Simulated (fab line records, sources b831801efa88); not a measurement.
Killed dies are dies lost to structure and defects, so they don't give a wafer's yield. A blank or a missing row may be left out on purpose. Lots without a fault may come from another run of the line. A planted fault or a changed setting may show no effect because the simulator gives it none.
fab line records | flow sky130
record lots=5 wafers=15 last_day=50
route steps=708 shown LI_CONTACT@376 LOCAL_INTERCONNECT@387 PAD_OPEN@708
lots that met no fault: from a run of the same line without faults
start_h: hours from the record's first day to the start of the lot's first wafer shown | wait_h: hours since the lot's step before | " the same as in the row above | L1.1+2: a row that stands for several wafers | - no value, or no start given | * or withheld: withheld | < > ~ a bound
route shown NAME@n: a module of which the file shows steps, and the number in the route of the first | usual: mean/standard deviation of fault-free wafers | same: alike in all rows | chamber/n: place in a boat | sites: the reading at each site | _std_site: their standard deviation | _edge_site: outer sites' mean less inner sites' | radius_mm: how far each site lies from the wafer's centre | mask NAME#n: copy n | behind: the tool/chamber that last shaped the wafer | hold: why the lot was held/for how many hours/how that ended | device: the transistor (n, p or np) that didn't switch | end of line: the same wafers' tests at the end of the route | a step without rows: its recipe alone | killed: dies lost to structure and defects at the first sort, not the wafer's yield | map: a wafer's dies, x killed, . not, _ none there
set.NAME: the setting as run; set.NAME@STEP: as run at that earlier step | model.NAME: the simulator's own value behind a step, which no gauge read
lots at some steps of the route; a table a step, a row a wafer
services: from which hour (start_h, from the record's first day; less than 0 if before it) a tool's chamber was out of use, for how many hours, and why
## steps
# step SKY_LI_CONTACT_ETCH_14
# recipe chemistry=N2/H2 target=BARC ion_energy_ev=200 source_w=500 bias_w=100 pressure_mtorr=30 n2_flow_sccm=100 h2_flow_sccm=200 stop_on=SiO2 time_s=45.9 target_depth_a=600
# step SKY_LI_CONTACT_ETCH_15
# recipe target=PSG chemistry=C4F8/O2/Ar stop_on=Si taper_deg=4.15 mask_material=KrF-thick source_w=1500 bias_w=1200 pressure_mtorr=40 c4f8_flow_sccm=withheld O2_flow_sccm=6 Ar_flow_sccm=300 time_s=withheld target_depth_a=6000
# step SKY_LI_CONTACT_STRIP_16
# recipe chemistry=O2/N2 power_w=1400 pressure_mtorr=1500 platen_temp_c=withheld o2_flow_sccm=3000 n2_flow_sccm=300 overash_fraction=0.5
# step SKY_LI_CONTACT_CLEAN_17
# recipe chemistry=NMP time_s=600 temp_c=60 dry=n2_spin
# step SKY_LI_CONTACT_PRE_CLEAN_18
# recipe gas=Ar time_s=5.6 bias_v=358
# step SKY_LI_CONTACT_SPUTTER_19
# recipe material=Ti target_thk_nm=20 chamber_pressure_pa=5 power_w=2500 substrate_temp_c=200 time_s=106.37
# step SKY_LI_CONTACT_SPUTTER_20
# recipe material=TiN target_thk_nm=20 chamber_pressure_pa=5 power_w=4000 time_s=80
# step SKY_LI_CONTACT_CVD_21
# recipe material=W target_thk_nm=400 time_s=120.56 temp_c=400 pressure_torr=40
# step SKY_LI_CONTACT_CMP_24
# recipe stop_on=PSG t_overpolish_s=20 down_force_psi=3.5 platen_rpm=60 target_thk_nm=0 pad_velocity_m_s=0.94248
# step SKY_LOCAL_INTERCONNECT_SPUTTER_00
# recipe material=TiN target_thk_nm=100 temp_c=300 power_w=6500 time_s=83.3 chamber_pressure_pa=0.4
# usual cathode_dc_power_W=6500.1/1.2 chamber_pressure_pa=0.4000/0.00081 throttle_valve_pct=29.8/0.97
# columns lot.wafer tool chamber start_h wait_h cathode_dc_power_W chamber_pressure_pa throttle_valve_pct
L281.1 pvd_sputter-04 - 815.24 0.1 - - -
L281.4 " - " " - - -
L281.5 " - " " - - -
L282.2 pvd_sputter-01 - 827.18 0.1 - - -
L282.3 " - " " - - -
L282.5 " - " " - - -
L283.1 pvd_sputter-02 - 829.27 0.1 - - -
L283.3 " - " " - - -
L283.6 " - " " - - -
L285.1 pvd_sputter-02 - 844.47 0.2 6500.7 0.3989 30.3
L285.3 " - " " 6501.3 0.3996 29.7
L285.6 " - " " 6500.5 0.4006 31.0
L284.1 pvd_sputter-04 - 845.28 0.2 6499.5 0.4008 29.7
L284.3 " - " " 6500.0 0.3994 29.3
L284.4 " - " " 6501.5 0.4009 29.5
# step SKY_LOCAL_INTERCONNECT_RS_MEAS_01
# recipe thk_meas_gauge=four-point-probe reads=TiN_of_LOCAL_INTERCONNECT_SPUTTER_00
# usual LOCAL_INTERCONNECT_TIN_RS=14.17/0.2
# columns lot.wafer tool chamber start_h wait_h LOCAL_INTERCONNECT_TIN_RS[ohm/sq]
L281.1 film_metro-04 - 815.31 0.0 -
L281.4 " - " " -
L281.5 " - " " -
L282.2 film_metro-02 - 827.26 0.1 -
L282.3 " - " " -
L282.5 " - " " -
L283.1 film_metro-01 - 829.34 0.0 -
L283.3 " - " " -
L283.6 " - " " -
L285.1 film_metro-02 - 844.53 0.0 14.03
L285.3 " - " " 13.89
L285.6 " - " " 13.80
L284.1 film_metro-04 - 845.35 0.0 14.27
L284.3 " - " " 14.45
L284.4 " - " " 14.51
# step SKY_LOCAL_INTERCONNECT_THK_MEAS_02
# recipe thk_meas_gauge=xrf reads=TiN_of_LOCAL_INTERCONNECT_SPUTTER_00
# usual LOCAL_INTERCONNECT_TIN_THK=101.2/1.5
# columns lot.wafer tool chamber start_h wait_h LOCAL_INTERCONNECT_TIN_THK[nm]
L281.1 film_metro-04 - 815.43 0.1 <0.0
L281.4 " - " " <0.0
L281.5 " - " " <0.0
L282.2 film_metro-02 - 827.37 0.1 <0.0
L282.3 " - " " <0.0
L282.5 " - " " <0.0
L283.1 film_metro-01 - 829.46 0.1 <0.0
L283.3 " - " " <0.0
L283.6 " - " " <0.0
L285.1 film_metro-02 - 844.65 0.1 101.6
L285.3 " - " " 102.8
L285.6 " - " " 103.1
L284.1 film_metro-04 - 845.47 0.1 100.5
L284.3 " - " " 98.8
L284.4 " - " " 98.9
# step SKY_LOCAL_INTERCONNECT_DEHYDRATE_03
# recipe temp_c=200 time_s=60
# step SKY_LOCAL_INTERCONNECT_HMDS_04
# recipe prime_time_s=60 prime_temp_c=120
# step SKY_LOCAL_INTERCONNECT_COAT_05
# recipe resist=BARC temp_c=withheld time_s=withheld spin_rpm=3000 resist_thk_nm=60
# step SKY_LOCAL_INTERCONNECT_COAT_06
# recipe resist=KrF-thick spin_rpm=3000 resist_thk_nm=450
# step SKY_LOCAL_INTERCONNECT_SOFTBAKE_07
# recipe temp_c=100 time_s=90 resist=KrF-thick
# step SKY_LOCAL_INTERCONNECT_EXPOSE_08
# recipe mask_id=LI1M na=0.8 source_shape=annular sigma_inner=0.55 sigma_outer=0.85 target_cd_nm=170 dose_mj=28
# step SKY_LOCAL_INTERCONNECT_PEB_09
# recipe peb_temp_c=withheld peb_time_s=withheld resist=KrF-thick
# step SKY_LOCAL_INTERCONNECT_DEVELOP_10
# recipe develop_time_s=60 resist=KrF-thick dev_temp_c=21
# step SKY_LOCAL_INTERCONNECT_ETCH_13
# recipe chemistry=N2/H2 target=BARC ion_energy_ev=200 bias_w=100 pressure_mtorr=30 n2_flow_sccm=100 h2_flow_sccm=200 icp_w=500 stop_on=SiO2 time_s=45.9 target_depth_a=600
# step SKY_LOCAL_INTERCONNECT_METAL_ETCH_14
# recipe target_depth_nm=110 stop_on=PSG chemistry=Cl2/BCl3 target=TiN resist_sidewall_deg=88 pressure_mtorr=10 icp_w=900 bias_w=48.5 Cl2_flow_sccm=60 bcl3_flow_sccm=30 time_s=31.4
# usual drypump_motor_current_A=5.5/0.38 oes_product_au=0.940/0.0085 throttle_valve_pct=21.901/0.0092
# columns lot.wafer tool chamber start_h wait_h drypump_motor_current_A oes_product_au rf_hours_counter_h throttle_valve_pct
L281.1 rie_metal-01 1 841.95 0.0 5.2 0.492 8 22.195
L281.4 " 0 " " 5.7 0.484 - 22.178
L281.5 " 0 " " 5.7 0.490 - 22.166
L282.2 rie_metal-01 0 854.05 0.0 5.7 0.494 15 22.188
L282.3 " 1 " " 5.2 0.495 - 22.193
L282.5 " 0 " " 5.7 0.486 - 22.182
L283.1 rie_metal-03 1 855.65 0.0 5.0 0.492 10 22.192
L283.3 " 1 " " 5.0 0.484 - 22.202
L283.6 " 0 " " 6.0 0.491 - 22.195
L285.1 rie_metal-01 1 871.15 0.0 5.2 0.946 9 21.899
L285.3 " 0 " " 5.7 0.952 - 21.893
L285.6 " 1 " " 5.2 0.955 - 21.885
L284.1 rie_metal-03 1 871.30 0.0 5.0 0.939 11 21.894
L284.3 " 0 " " 6.0 0.934 - 21.915
L284.4 " 1 " " 5.0 0.938 - 21.918
# step SKY_LOCAL_INTERCONNECT_STRIP_15
# recipe chemistry=O2/N2 power_w=1400 pressure_mtorr=1500 platen_temp_c=withheld o2_flow_sccm=3000 n2_flow_sccm=300 overash_fraction=0.5
# step SKY_PAD_OPEN_PROBE_99
# usual killed_at_M0_to_M3=45/7.2 killed_at_M4_up=3.0/1.8 killed_at_contacts=25/6.1 killed_at_front_end=14/4.4 killed_at_other=0.2/0.44 killed_dies=88/10 killed_on_rim=17/3.5 killed_open=48/7.4 killed_short=40/6.3
# same gross_dies=492 killed_at_back_side=0
# columns lot.wafer tool chamber start_h wait_h killed_at_M0_to_M3 killed_at_M4_up killed_at_contacts killed_at_front_end killed_at_other killed_dies killed_on_rim killed_open killed_short
L281.1 prober-02 - 1176.93 0.1 10 0 479 3 0 492 96 13 6
L281.4 prober-02 - 1177.08 0.2 8 1 480 1 2 492 96 7 5
L281.5 prober-02 - 1177.13 0.2 11 0 476 4 1 492 96 7 8
L282.2 prober-01 - 1183.28 0.1 7 1 481 3 0 492 96 5 10
L282.3 prober-01 - 1183.33 0.2 9 1 478 3 1 492 96 13 4
L282.5 prober-01 - 1183.43 0.2 8 3 478 3 0 492 96 8 8
L283.1 prober-02 - 1186.18 0.1 10 1 481 0 0 492 96 9 3
L283.3 prober-02 - 1186.28 0.2 11 0 478 3 0 492 96 10 6
L283.6 prober-02 - 1186.43 0.2 7 1 480 4 0 492 96 8 10
L285.1 prober-01 - 1193.18 0.1 43 5 30 20 0 98 17 49 49
L285.3 prober-01 - 1193.28 0.2 43 2 25 11 0 81 19 46 35
L285.6 prober-01 - 1193.43 0.2 47 3 27 14 1 92 19 59 33
L284.1 prober-02 - 1195.59 0.1 33 8 30 19 0 90 15 50 40
L284.3 prober-02 - 1195.69 0.2 51 4 23 14 0 92 15 55 37
L284.4 prober-02 - 1195.74 0.2 48 6 17 12 0 83 19 42 41
# killed by level:class
L281.1 LOCAL_INTERCONNECT:lost_pattern=473 LI_CONTACT:geometric_particle:open=3 VIA1:geometric_particle:open=3 VIA2:geometric_particle:open=3 FIELD_ISO:geometric_particle:short=1 FIELD_ISO:geometric_particle:open=1 SPACER:geometric_particle:open=1 LOCAL_INTERCONNECT:geometric_particle:short=1
L281.4 LOCAL_INTERCONNECT:lost_pattern=477 VIA1:geometric_particle:open=3 VIA3:geometric_particle:open=2 FIELD_ISO:geometric_particle:short=1 LI_CONTACT:geometric_particle:open=1 LOCAL_INTERCONNECT:geometric_particle:short=1 CONTACT:geometric_particle:open=1 METAL1:geometric_particle:short=1
L281.5 LOCAL_INTERCONNECT:lost_pattern=474 SPACER:geometric_particle:short=2 VIA1:geometric_particle:open=2 METAL2:geometric_particle:short=2 VIA3:geometric_particle:open=2 FIELD_ISO:geometric_particle:open=1 POLY_GATE:geometric_particle:open=1 METAL3:geometric_particle:short=1
L282.2 LOCAL_INTERCONNECT:lost_pattern=476 FIELD_ISO:geometric_particle:short=2 LI_CONTACT:geometric_particle:open=2 CONTACT:geometric_particle:short=2 VIA1:geometric_particle:open=2 METAL3:geometric_particle:short=1 SPACER:geometric_particle:short=1 LI_CONTACT:geometric_particle:short=1
L282.3 LOCAL_INTERCONNECT:lost_pattern=473 LI_CONTACT:geometric_particle:open=2 CONTACT:geometric_particle:open=2 VIA1:geometric_particle:open=2 VIA2:geometric_particle:open=2 VIA3:geometric_particle:open=2 FIELD_ISO:geometric_particle:short=1 POLY_GATE:geometric_particle:short=1
L282.5 LOCAL_INTERCONNECT:lost_pattern=473 METAL1:geometric_particle:short=2 VIA1:geometric_particle:open=2 METAL4:geometric_particle:short=2 FIELD_ISO:geometric_particle:short=1 POLY_GATE:geometric_particle:open=1 METAL2:geometric_particle:short=1 POLY_CUT:geometric_particle:short=1
L283.1 LOCAL_INTERCONNECT:lost_pattern=477 VIA3:geometric_particle:open=3 VIA1:geometric_particle:open=3 LI_CONTACT:geometric_particle:open=2 LI_CONTACT:geometric_particle:short=1 CONTACT:geometric_particle:open=1 METAL2:geometric_particle:short=1 METAL3:geometric_particle:short=1
L283.3 LOCAL_INTERCONNECT:lost_pattern=473 VIA2:geometric_particle:open=3 VIA3:geometric_particle:open=3 CONTACT:geometric_particle:open=2 VIA1:geometric_particle:short=2 FIELD_ISO:geometric_particle:open=1 FIELD_ISO:geometric_particle:short=1 METAL1:geometric_particle:short=1
L283.6 LOCAL_INTERCONNECT:lost_pattern=473 CONTACT:geometric_particle:open=4 VIA1:geometric_particle:short=2 FIELD_ISO:geometric_particle:open=1 FIELD_ISO:geometric_particle:short=1 POLY_GATE:geometric_particle:short=1 POLY_GATE:geometric_particle:open=1 LI_CONTACT:geometric_particle:short=1
L285.1 VIA1:geometric_particle:open=10 CONTACT:geometric_particle:open=8 FIELD_ISO:geometric_particle:open=7 VIA3:geometric_particle:open=7 LOCAL_INTERCONNECT:geometric_particle:short=6 LI_CONTACT:geometric_particle:open=6 CONTACT:geometric_particle:short=6 VIA3:geometric_particle:short=6
L285.3 VIA1:geometric_particle:open=12 CONTACT:geometric_particle:open=11 METAL1:geometric_particle:short=9 VIA2:geometric_particle:open=6 FIELD_ISO:geometric_particle:open=5 LI_CONTACT:geometric_particle:open=5 VIA1:geometric_particle:short=5 POLY_GATE:geometric_particle:short=4
L285.6 CONTACT:geometric_particle:open=11 LI_CONTACT:geometric_particle:open=9 VIA1:geometric_particle:open=9 METAL1:geometric_particle:short=8 VIA2:geometric_particle:open=8 VIA3:geometric_particle:open=6 METAL2:geometric_particle:short=6 FIELD_ISO:geometric_particle:open=5
L284.1 VIA1:geometric_particle:open=11 CONTACT:geometric_particle:open=10 POLY_GATE:geometric_particle:open=7 LI_CONTACT:geometric_particle:open=6 LOCAL_INTERCONNECT:geometric_particle:short=6 CONTACT:geometric_particle:short=6 VIA3:geometric_particle:open=6 FIELD_ISO:geometric_particle:short=5
L284.3 CONTACT:geometric_particle:open=12 VIA1:geometric_particle:open=11 VIA3:geometric_particle:open=9 METAL3:geometric_particle:short=7 VIA2:geometric_particle:open=6 FIELD_ISO:geometric_particle:open=5 VIA1:geometric_particle:short=5 LI_CONTACT:geometric_particle:open=4
L284.4 VIA3:geometric_particle:open=10 METAL1:geometric_particle:short=7 VIA1:geometric_particle:open=7 METAL2:geometric_particle:short=6 VIA2:geometric_particle:open=6 VIA1:geometric_particle:short=5 CONTACT:geometric_particle:open=5 METAL4:geometric_particle:short=5
# map L281.1 (x killed, . not)
__________xxxxxxxxxx_________
________xxxxxxxxxxxxxx_______
______xxxxxxxxxxxxxxxxxx_____
_____xxxxxxxxxxxxxxxxxxxx____
____xxxxxxxxxxxxxxxxxxxxxx___
___xxxxxxxxxxxxxxxxxxxxxxxx__
__xxxxxxxxxxxxxxxxxxxxxxxxxx_
_xxxxxxxxxxxxxxxxxxxxxxxxxxxx
_xxxxxxxxxxxxxxxxxxxxxxxxxxxx
_xxxxxxxxxxxxxxxxxxxxxxxxxxxx
_xxxxxxxxxxxxxxxxxxxxxxxxxxxx
_xxxxxxxxxxxxxxxxxxxxxxxxxxxx
_xxxxxxxxxxxxxxxxxxxxxxxxxxxx
_xxxxxxxxxxxxxxxxxxxxxxxxxxxx
_xxxxxxxxxxxxxxxxxxxxxxxxxxxx
__xxxxxxxxxxxxxxxxxxxxxxxxxx_
___xxxxxxxxxxxxxxxxxxxxxxxx__
____xxxxxxxxxxxxxxxxxxxxxx___
_____xxxxxxxxxxxxxxxxxxxx____
______xxxxxxxxxxxxxxxxxx_____
________xxxxxxxxxxxxxx_______
__________xxxxxxxxxx_________
# map L282.2 (x killed, . not)
__________xxxxxxxxxx_________
________xxxxxxxxxxxxxx_______
______xxxxxxxxxxxxxxxxxx_____
_____xxxxxxxxxxxxxxxxxxxx____
____xxxxxxxxxxxxxxxxxxxxxx___
___xxxxxxxxxxxxxxxxxxxxxxxx__
__xxxxxxxxxxxxxxxxxxxxxxxxxx_
_xxxxxxxxxxxxxxxxxxxxxxxxxxxx
_xxxxxxxxxxxxxxxxxxxxxxxxxxxx
_xxxxxxxxxxxxxxxxxxxxxxxxxxxx
_xxxxxxxxxxxxxxxxxxxxxxxxxxxx
_xxxxxxxxxxxxxxxxxxxxxxxxxxxx
_xxxxxxxxxxxxxxxxxxxxxxxxxxxx
_xxxxxxxxxxxxxxxxxxxxxxxxxxxx
_xxxxxxxxxxxxxxxxxxxxxxxxxxxx
__xxxxxxxxxxxxxxxxxxxxxxxxxx_
___xxxxxxxxxxxxxxxxxxxxxxxx__
____xxxxxxxxxxxxxxxxxxxxxx___
_____xxxxxxxxxxxxxxxxxxxx____
______xxxxxxxxxxxxxxxxxx_____
________xxxxxxxxxxxxxx_______
__________xxxxxxxxxx_________
## services
# columns tool chamber start_h hours kind
rie_metal-01 - 805.31 4.0 pm
pvd_sputter-01 - 811.31 12.5 repair
pvd_sputter-01 2 840.75 - consumable_replace:kit
pvd_sputter-01 2 840.75 18.0 scheduled_down
pvd_sputter-01 2 840.75 18.0 vent_cycle
pvd_sputter-04 - 841.51 1.9 repair
pvd_sputter-02 0 851.05 - consumable_replace:kit
pvd_sputter-02 0 851.05 18.0 scheduled_down
pvd_sputter-02 0 851.05 18.0 vent_cycle
## key
first_sign step=SKY_LOCAL_INTERCONNECT_SPUTTER_00 reading=tool_record direction=missing
effect step=SKY_LOCAL_INTERCONNECT_RS_MEAS_01 reading=LOCAL_INTERCONNECT_TIN_RS direction=missing
effect step=SKY_LOCAL_INTERCONNECT_THK_MEAS_02 reading=LOCAL_INTERCONNECT_TIN_THK direction=down sigmas=68 usual=101.2 struck=<0.0
effect step=SKY_LOCAL_INTERCONNECT_METAL_ETCH_14 reading=oes_product_au direction=down sigmas=53 usual=0.940 struck=0.490 through=control_loop
effect step=SKY_PAD_OPEN_PROBE_99 reading=killed_at_contacts direction=up sigmas=74 usual=25 struck=479
met_at SKY_LOCAL_INTERCONNECT_SPUTTER_00
struck_wafers L281.1,L281.4,L281.5,L282.2,L282.3,L282.5,L283.1,L283.3,L283.6
later_rows_left_out L281.1,L281.4,L281.5,L282.2,L282.3,L282.5,L283.1,L283.3,L283.6
tester_left_out L281,L282,L283
loop_trim step=SKY_LOCAL_INTERCONNECT_EXPOSE_08 setting=dose lots=L281,L282,L283
fault kind=skipped_step_whole tool=pvd_sputter-01,pvd_sputter-02,pvd_sputter-04 chamber=- onset_h=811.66 steps=SKY_LOCAL_INTERCONNECT_SPUTTER_00 scope=struck_lots_only
# tester_left_out: of these lots the tester's yield and bins aren't shown, on N5 and GAA mostly nor the transistor test; their killed dies are dies lost to structure and defects alone, not to doping, threshold or leakage, so they don't give the yield
# later_rows_left_out: the simulator's readings of these wafers behind a module that went badly wrong aren't trusted and aren't shown, but for the sort
# loop_trim: a control loop set the setting to another value than it would have without faults
